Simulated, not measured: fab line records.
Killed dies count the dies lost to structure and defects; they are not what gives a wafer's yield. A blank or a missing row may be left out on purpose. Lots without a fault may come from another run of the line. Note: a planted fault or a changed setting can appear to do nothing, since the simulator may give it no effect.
fab line records / flow sfq_line / part 2 of 2: steps 30 to 40 of 40
record lots=5 wafers=15 last_day=78
route steps=325 shown I1@76 M2@88 I2@103
lots that met no fault: taken from a fault-free run of the same line
start_h: start of the lot's first displayed wafer, in hours after the record's first day / wait_h: how many hours have passed since the lot's step before this one / " unchanged from the row above / L1.1+2: several wafers, shown together as one row / - no value, or no start given / * or withheld: withheld / < > ~ a bound
route shown NAME@n: names a module that has steps shown in the file, with the first one's number in the route / usual: mean/standard deviation of fault-free wafers / same: alike in all rows / chamber/n: place in a boat / sites: per-site readings / _std_site: standard deviation across them / _edge_site: inner sites' mean taken away from outer sites' mean / radius_mm: for every site, how far away it sits from the centre of the wafer / mask NAME#n: copy n / behind: tool/chamber where the wafer was last shaped / hold: the reason the lot was held/the length of the hold in hours/how it ended / device: which transistor (n, p or np) failed to switch / end of line: tests of these same wafers at the route's end / for a step that has no rows: nothing shown but its recipe / killed: not the wafer's yield, but the dies lost to structure and defects at the first sort / map: a wafer's dies, marking killed ones x, the rest . and places with no die _
set.NAME: the run value of the setting; set.NAME@STEP: its run value at that earlier step / model.NAME: the simulator's own value behind a step, which no gauge read
lots at some steps of the route; a table a step, a row a wafer
services: when a tool's chamber went out of use (start_h, in hours from the record's first day, below 0 if earlier), for how many hours, and the reason
## steps
# step SFQ_TRILAYER_I2_METRO_MEASURE_065
# usual thk_nm=199.7/1.3
lot.wafer=L078.1 tool=film_metro-03 chamber=- start_h=527.64 wait_h=0.1 thk_nm=201.4
lot.wafer=L078.2 tool=film_metro-03 chamber=- start_h=527.64 wait_h=0.1 thk_nm=199.5
lot.wafer=L078.4 tool=film_metro-03 chamber=- start_h=527.64 wait_h=0.1 thk_nm=200.4
lot.wafer=L082.1 tool=film_metro-04 chamber=- start_h=575.14 wait_h=0.1 thk_nm=199.7
lot.wafer=L082.5 tool=film_metro-04 chamber=- start_h=575.14 wait_h=0.1 thk_nm=198.8
lot.wafer=L082.6 tool=film_metro-04 chamber=- start_h=575.14 wait_h=0.1 thk_nm=198.8
lot.wafer=L087.1 tool=film_metro-04 chamber=- start_h=607.77 wait_h=0.1 thk_nm=201.9
lot.wafer=L087.3 tool=film_metro-04 chamber=- start_h=607.77 wait_h=0.1 thk_nm=201.5
lot.wafer=L087.5 tool=film_metro-04 chamber=- start_h=607.77 wait_h=0.1 thk_nm=200.3
lot.wafer=L090.2 tool=film_metro-04 chamber=- start_h=642.51 wait_h=0.3 thk_nm=200.2
lot.wafer=L090.4 tool=film_metro-04 chamber=- start_h=642.51 wait_h=0.3 thk_nm=201.0
lot.wafer=L090.5 tool=film_metro-04 chamber=- start_h=642.51 wait_h=0.3 thk_nm=200.8
lot.wafer=L095.2 tool=film_metro-03 chamber=- start_h=692.41 wait_h=0.3 thk_nm=199.9
lot.wafer=L095.3 tool=film_metro-03 chamber=- start_h=692.41 wait_h=0.3 thk_nm=201.6
lot.wafer=L095.6 tool=film_metro-03 chamber=- start_h=692.41 wait_h=0.3 thk_nm=199.7
# step SFQ_TRILAYER_I2_VIA_LITHO_COAT_072
# recipe resist=BARC spin_rpm=3000 resist_thk_nm=62
lot.wafer=L078.1+2+4 tool=litho_track-01 chamber=0 start_h=528.84 wait_h=1.0
lot.wafer=L082.1+5+6 tool=litho_track-01 chamber=0 start_h=576.34 wait_h=1.0
lot.wafer=L087.1+3+5 tool=litho_track-01 chamber=0 start_h=608.97 wait_h=1.0
lot.wafer=L090.2+4+5 tool=litho_track-02 chamber=0 start_h=643.56 wait_h=0.8
lot.wafer=L095.2+3+6 tool=litho_track-01 chamber=0 start_h=693.46 wait_h=0.8
# step SFQ_TRILAYER_I2_VIA_LITHO_COAT_067
# recipe resist=KrF spin_rpm=3000 resist_thk_nm=650
lot.wafer=L078.1+2+4 tool=litho_track-01 chamber=0 start_h=529.14 wait_h=0.2
lot.wafer=L082.1+5+6 tool=litho_track-01 chamber=0 start_h=576.64 wait_h=0.2
lot.wafer=L087.1+3+5 tool=litho_track-01 chamber=0 start_h=609.27 wait_h=0.2
lot.wafer=L090.2+4+5 tool=litho_track-02 chamber=0 start_h=643.86 wait_h=0.2
lot.wafer=L095.2+3+6 tool=litho_track-01 chamber=0 start_h=693.76 wait_h=0.2
# step SFQ_TRILAYER_I2_VIA_LITHO_SOFTBAKE_071
# recipe temp_c=withheld time_s=withheld resist=KrF
lot.wafer=L078.1+2+4 tool=litho_track-01 chamber=0 start_h=529.44 wait_h=0.2
lot.wafer=L082.1+5+6 tool=litho_track-01 chamber=0 start_h=576.94 wait_h=0.2
lot.wafer=L087.1+3+5 tool=litho_track-01 chamber=0 start_h=609.57 wait_h=0.2
lot.wafer=L090.2+4+5 tool=litho_track-02 chamber=0 start_h=644.14 wait_h=0.2
lot.wafer=L095.2+3+6 tool=litho_track-01 chamber=0 start_h=694.03 wait_h=0.2
# step SFQ_TRILAYER_I2_VIA_LITHO_EXPOSE_068
# recipe mask_id=I2 na=0.6 source_shape=conventional sigma_outer=0.65 target_cd_nm=500 dose_mj=21.3
lot.wafer=L078.1+2+4 tool=krf_scanner-02 chamber=0 start_h=605.79 wait_h=- mask=I2#0
lot.wafer=L082.1+5+6 tool=krf_scanner-02 chamber=0 start_h=642.99 wait_h=- mask=I2#0
lot.wafer=L087.1+3+5 tool=krf_scanner-02 chamber=0 start_h=680.77 wait_h=- mask=I2#0
lot.wafer=L090.2+4+5 tool=krf_scanner-02 chamber=0 start_h=720.17 wait_h=- mask=I2#0
lot.wafer=L095.2+3+6 tool=krf_scanner-02 chamber=0 start_h=763.96 wait_h=- mask=I2#0
# step SFQ_TRILAYER_I2_VIA_LITHO_PEB_070
# recipe peb_temp_c=115 peb_time_s=60 resist=KrF
lot.wafer=L078.1+2+4 tool=litho_track-02 chamber=0 start_h=606.99 wait_h=1.0
lot.wafer=L082.1+5+6 tool=litho_track-01 chamber=0 start_h=644.19 wait_h=1.0
lot.wafer=L087.1+3+5 tool=litho_track-04 chamber=0 start_h=681.97 wait_h=1.0
lot.wafer=L090.2+4+5 tool=litho_track-01 chamber=0 start_h=721.20 wait_h=0.8
lot.wafer=L095.2+3+6 tool=litho_track-04 chamber=0 start_h=764.98 wait_h=0.8
# step SFQ_TRILAYER_I2_VIA_LITHO_DEVELOP_069
# recipe time_s=60 resist=KrF
# same time_s=60
lot.wafer=L078.1+2+4 tool=litho_track-02 chamber=0 start_h=607.14 wait_h=0.1
lot.wafer=L082.1+5+6 tool=litho_track-01 chamber=0 start_h=644.34 wait_h=0.1
lot.wafer=L087.1+3+5 tool=litho_track-04 chamber=0 start_h=682.12 wait_h=0.1
lot.wafer=L090.2+4+5 tool=litho_track-01 chamber=0 start_h=721.35 wait_h=0.1
lot.wafer=L095.2+3+6 tool=litho_track-04 chamber=0 start_h=765.13 wait_h=0.1
# step SFQ_I2_OVL_MEAS_918
# usual I2_OVL=0/4.7
lot.wafer=L078.1 tool=overlay-01 chamber=- start_h=607.29 wait_h=0.1 I2_OVL[nm]=0
lot.wafer=L078.2 tool=overlay-01 chamber=- start_h=607.29 wait_h=0.1 I2_OVL[nm]=-1
lot.wafer=L078.4 tool=overlay-01 chamber=- start_h=607.29 wait_h=0.1 I2_OVL[nm]=4
lot.wafer=L082.1 tool=overlay-02 chamber=- start_h=644.49 wait_h=0.1 I2_OVL[nm]=-13
lot.wafer=L082.5 tool=overlay-02 chamber=- start_h=644.49 wait_h=0.1 I2_OVL[nm]=-8
lot.wafer=L082.6 tool=overlay-02 chamber=- start_h=644.49 wait_h=0.1 I2_OVL[nm]=-2
lot.wafer=L087.1 tool=overlay-01 chamber=- start_h=682.27 wait_h=0.1 I2_OVL[nm]=-3
lot.wafer=L087.3 tool=overlay-01 chamber=- start_h=682.27 wait_h=0.1 I2_OVL[nm]=3
lot.wafer=L087.5 tool=overlay-01 chamber=- start_h=682.27 wait_h=0.1 I2_OVL[nm]=-1
lot.wafer=L090.2 tool=overlay-02 chamber=- start_h=721.48 wait_h=0.1 I2_OVL[nm]=5
lot.wafer=L090.4 tool=overlay-02 chamber=- start_h=721.48 wait_h=0.1 I2_OVL[nm]=4
lot.wafer=L090.5 tool=overlay-02 chamber=- start_h=721.48 wait_h=0.1 I2_OVL[nm]=5
lot.wafer=L095.2 tool=overlay-01 chamber=- start_h=765.26 wait_h=0.1 I2_OVL[nm]=-2
lot.wafer=L095.3 tool=overlay-01 chamber=- start_h=765.26 wait_h=0.1 I2_OVL[nm]=-4
lot.wafer=L095.6 tool=overlay-01 chamber=- start_h=765.26 wait_h=0.1 I2_OVL[nm]=4
# step SFQ_TRILAYER_I2_VIA_BARC_OPEN_VIA_ETCH_096
# recipe mask_material=PR chemistry=O2 target_depth_nm=125 target=BARC source_w=500 bias_w=80 pressure_mtorr=30 time_s=41.7
# usual bias_w=80.02/0.22 drypump_motor_current_A=5.9/0.56 oes_product_au=0.685/0.0047
# same time_s=41.7
lot.wafer=L078.1 tool=rie_diel-03 chamber=3 start_h=607.33 wait_h=0.0 bias_w=80.04 drypump_motor_current_A=4.9 oes_product_au=0.680 rf_hours_counter_h=1
lot.wafer=L078.2 tool=rie_diel-03 chamber=0 start_h=607.33 wait_h=0.0 bias_w=80.20 drypump_motor_current_A=6.2 oes_product_au=0.696 rf_hours_counter_h=11
lot.wafer=L078.4 tool=rie_diel-03 chamber=3 start_h=607.33 wait_h=0.0 bias_w=80.04 drypump_motor_current_A=4.9 oes_product_au=0.678 rf_hours_counter_h=-
lot.wafer=L082.1 tool=rie_diel-01 chamber=0 start_h=644.53 wait_h=0.0 bias_w=79.49 drypump_motor_current_A=4.9 oes_product_au=0.682 rf_hours_counter_h=34
lot.wafer=L082.5 tool=rie_diel-01 chamber=1 start_h=644.53 wait_h=0.0 bias_w=80.11 drypump_motor_current_A=6.0 oes_product_au=0.687 rf_hours_counter_h=-
lot.wafer=L082.6 tool=rie_diel-01 chamber=2 start_h=644.53 wait_h=0.0 bias_w=79.96 drypump_motor_current_A=6.3 oes_product_au=0.683 rf_hours_counter_h=-
lot.wafer=L087.1 tool=rie_diel-02 chamber=3 start_h=682.30 wait_h=0.0 bias_w=79.83 drypump_motor_current_A=6.8 oes_product_au=0.683 rf_hours_counter_h=39
lot.wafer=L087.3 tool=rie_diel-02 chamber=0 start_h=682.30 wait_h=0.0 bias_w=79.82 drypump_motor_current_A=5.6 oes_product_au=0.683 rf_hours_counter_h=5
lot.wafer=L087.5 tool=rie_diel-02 chamber=0 start_h=682.30 wait_h=0.0 bias_w=80.01 drypump_motor_current_A=5.7 oes_product_au=0.686 rf_hours_counter_h=-
lot.wafer=L090.2 tool=rie_diel-01 chamber=3 start_h=721.51 wait_h=0.0 bias_w=79.98 drypump_motor_current_A=5.9 oes_product_au=0.685 rf_hours_counter_h=57
lot.wafer=L090.4 tool=rie_diel-01 chamber=1 start_h=721.51 wait_h=0.0 bias_w=79.64 drypump_motor_current_A=6.0 oes_product_au=0.685 rf_hours_counter_h=4
lot.wafer=L090.5 tool=rie_diel-01 chamber=2 start_h=721.51 wait_h=0.0 bias_w=79.72 drypump_motor_current_A=6.2 oes_product_au=0.692 rf_hours_counter_h=-
lot.wafer=L095.2 tool=rie_diel-01 chamber=1 start_h=765.29 wait_h=0.0 bias_w=79.94 drypump_motor_current_A=6.0 oes_product_au=0.683 rf_hours_counter_h=5
lot.wafer=L095.3 tool=rie_diel-01 chamber=2 start_h=765.29 wait_h=0.0 bias_w=80.13 drypump_motor_current_A=6.3 oes_product_au=0.687 rf_hours_counter_h=5
lot.wafer=L095.6 tool=rie_diel-01 chamber=2 start_h=765.29 wait_h=0.0 bias_w=80.24 drypump_motor_current_A=6.3 oes_product_au=0.682 rf_hours_counter_h=-
# step SFQ_TRILAYER_I2_VIA_ETCH_VIA_ETCH_070
# recipe target=SiO2 stop_on=Nb mask_material=PR taper_deg=20 chemistry=CHF3 target_depth_nm=260 source_w=500 bias_w=80 pressure_mtorr=30 time_s=withheld
# usual bias_w=80.00/0.24 drypump_motor_current_A=5.9/0.56 oes_product_au=0.854/0.006
lot.wafer=L078.1 tool=rie_diel-03 chamber=3 start_h=607.37 wait_h=0.0 bias_w=79.81 drypump_motor_current_A=4.9 oes_product_au=0.853
lot.wafer=L078.2 tool=rie_diel-03 chamber=0 start_h=607.37 wait_h=0.0 bias_w=80.19 drypump_motor_current_A=6.2 oes_product_au=0.853
lot.wafer=L078.4 tool=rie_diel-03 chamber=3 start_h=607.37 wait_h=0.0 bias_w=79.76 drypump_motor_current_A=4.9 oes_product_au=0.853
lot.wafer=L082.1 tool=rie_diel-01 chamber=0 start_h=644.57 wait_h=0.0 bias_w=80.09 drypump_motor_current_A=4.9 oes_product_au=0.857
lot.wafer=L082.5 tool=rie_diel-01 chamber=1 start_h=644.57 wait_h=0.0 bias_w=80.06 drypump_motor_current_A=6.0 oes_product_au=0.856
lot.wafer=L082.6 tool=rie_diel-01 chamber=2 start_h=644.57 wait_h=0.0 bias_w=80.31 drypump_motor_current_A=6.3 oes_product_au=0.852
lot.wafer=L087.1 tool=rie_diel-02 chamber=3 start_h=682.34 wait_h=0.0 bias_w=80.13 drypump_motor_current_A=6.8 oes_product_au=0.860
lot.wafer=L087.3 tool=rie_diel-02 chamber=0 start_h=682.34 wait_h=0.0 bias_w=80.00 drypump_motor_current_A=5.6 oes_product_au=0.849
lot.wafer=L087.5 tool=rie_diel-02 chamber=0 start_h=682.34 wait_h=0.0 bias_w=79.89 drypump_motor_current_A=5.6 oes_product_au=0.849
lot.wafer=L090.2 tool=rie_diel-01 chamber=3 start_h=721.55 wait_h=0.0 bias_w=79.67 drypump_motor_current_A=5.9 oes_product_au=0.863
lot.wafer=L090.4 tool=rie_diel-01 chamber=1 start_h=721.55 wait_h=0.0 bias_w=80.06 drypump_motor_current_A=6.0 oes_product_au=0.848
lot.wafer=L090.5 tool=rie_diel-01 chamber=2 start_h=721.55 wait_h=0.0 bias_w=80.10 drypump_motor_current_A=6.3 oes_product_au=0.855
lot.wafer=L095.2 tool=rie_diel-01 chamber=1 start_h=765.33 wait_h=0.0 bias_w=79.84 drypump_motor_current_A=6.0 oes_product_au=0.860
lot.wafer=L095.3 tool=rie_diel-01 chamber=2 start_h=765.33 wait_h=0.0 bias_w=80.41 drypump_motor_current_A=6.3 oes_product_au=0.855
lot.wafer=L095.6 tool=rie_diel-01 chamber=2 start_h=765.33 wait_h=0.0 bias_w=79.86 drypump_motor_current_A=6.4 oes_product_au=0.859
# step SFQ_TRILAYER_I2_VIA_STRIP_STRIP_071
# recipe gas=O2 power_w=200 platen_temp_c=40 overash_fraction=0.65 chemistry=O2 pressure_mtorr=50
# usual drypump_motor_current_A=6.02/0.29 oes_product_au=0.994/0.011
lot.wafer=L078.1 tool=rie_metal-04 chamber=0 start_h=607.48 wait_h=- drypump_motor_current_A=5.84 oes_product_au=0.981 rf_hours_counter_h=92
lot.wafer=L078.2 tool=rie_metal-04 chamber=1 start_h=607.48 wait_h=- drypump_motor_current_A=6.08 oes_product_au=0.997 rf_hours_counter_h=126
lot.wafer=L078.4 tool=rie_metal-04 chamber=0 start_h=607.48 wait_h=- drypump_motor_current_A=5.82 oes_product_au=0.991 rf_hours_counter_h=-
lot.wafer=L082.1 tool=rie_metal-03 chamber=0 start_h=644.68 wait_h=- drypump_motor_current_A=5.90 oes_product_au=0.993 rf_hours_counter_h=104
lot.wafer=L082.5 tool=rie_metal-03 chamber=0 start_h=644.68 wait_h=- drypump_motor_current_A=5.91 oes_product_au=0.981 rf_hours_counter_h=-
lot.wafer=L082.6 tool=rie_metal-03 chamber=1 start_h=644.68 wait_h=- drypump_motor_current_A=6.64 oes_product_au=0.980 rf_hours_counter_h=-
lot.wafer=L087.1 tool=rie_metal-03 chamber=1 start_h=682.45 wait_h=- drypump_motor_current_A=6.61 oes_product_au=0.993 rf_hours_counter_h=69
lot.wafer=L087.3 tool=rie_metal-03 chamber=1 start_h=682.45 wait_h=- drypump_motor_current_A=6.61 oes_product_au=0.998 rf_hours_counter_h=-
lot.wafer=L087.5 tool=rie_metal-03 chamber=1 start_h=682.45 wait_h=- drypump_motor_current_A=6.60 oes_product_au=0.999 rf_hours_counter_h=-
lot.wafer=L090.2 tool=rie_metal-04 chamber=0 start_h=721.66 wait_h=- drypump_motor_current_A=5.80 oes_product_au=0.991 rf_hours_counter_h=112
lot.wafer=L090.4 tool=rie_metal-04 chamber=1 start_h=721.66 wait_h=- drypump_motor_current_A=6.08 oes_product_au=1.014 rf_hours_counter_h=-
lot.wafer=L090.5 tool=rie_metal-04 chamber=1 start_h=721.66 wait_h=- drypump_motor_current_A=6.06 oes_product_au=1.014 rf_hours_counter_h=-
lot.wafer=L095.2 tool=rie_metal-03 chamber=0 start_h=765.45 wait_h=- drypump_motor_current_A=5.87 oes_product_au=0.990 rf_hours_counter_h=126
lot.wafer=L095.3 tool=rie_metal-03 chamber=1 start_h=765.45 wait_h=- drypump_motor_current_A=6.60 oes_product_au=0.993 rf_hours_counter_h=-
lot.wafer=L095.6 tool=rie_metal-03 chamber=0 start_h=765.45 wait_h=- drypump_motor_current_A=5.88 oes_product_au=0.999 rf_hours_counter_h=-
## services
tool=krf_scanner-01 chamber=- start_h=333.36 hours=3.1 kind=repair
tool=rie_metal-01 chamber=1 start_h=359.49 hours=5.3 kind=repair
tool=krf_scanner-01 chamber=- start_h=382.00 hours=1.0 kind=pm
tool=rie_metal-02 chamber=- start_h=384.48 hours=4.3 kind=pm
tool=rie_diel-02 chamber=2 start_h=401.20 hours=1.6 kind=repair
tool=rie_diel-02 chamber=0 start_h=413.35 hours=8.6 kind=repair
tool=rie_metal-02 chamber=- start_h=415.13 hours=0.5 kind=repair
tool=krf_scanner-01 chamber=- start_h=429.80 hours=0.8 kind=pm
tool=krf_scanner-01 chamber=- start_h=494.15 hours=1.3 kind=pm
tool=rie_diel-02 chamber=- start_h=505.15 hours=2.8 kind=pm
tool=krf_scanner-01 chamber=- start_h=524.74 hours=0.3 kind=repair
tool=rie_metal-02 chamber=- start_h=538.05 hours=15.6 kind=pm
tool=krf_scanner-01 chamber=- start_h=550.81 hours=1.0 kind=pm
tool=krf_scanner-01 chamber=- start_h=598.61 hours=0.8 kind=pm
tool=rie_diel-02 chamber=3 start_h=599.32 hours=9.0 kind=repair
tool=krf_scanner-01 chamber=- start_h=602.52 hours=2.4 kind=repair
tool=krf_scanner-01 chamber=- start_h=641.68 hours=0.9 kind=repair
tool=rie_metal-02 chamber=- start_h=643.42 hours=1.4 kind=pm
tool=krf_scanner-01 chamber=- start_h=665.43 hours=1.3 kind=pm
tool=krf_scanner-01 chamber=- start_h=674.61 hours=1.2 kind=repair
tool=krf_scanner-01 chamber=- start_h=720.21 hours=7.2 kind=pm
tool=rie_metal-02 chamber=1 start_h=721.32 hours=5.9 kind=repair
tool=krf_scanner-01 chamber=- start_h=727.41 hours=1.0 kind=pm
tool=rie_metal-02 chamber=- start_h=749.28 hours=2.8 kind=pm
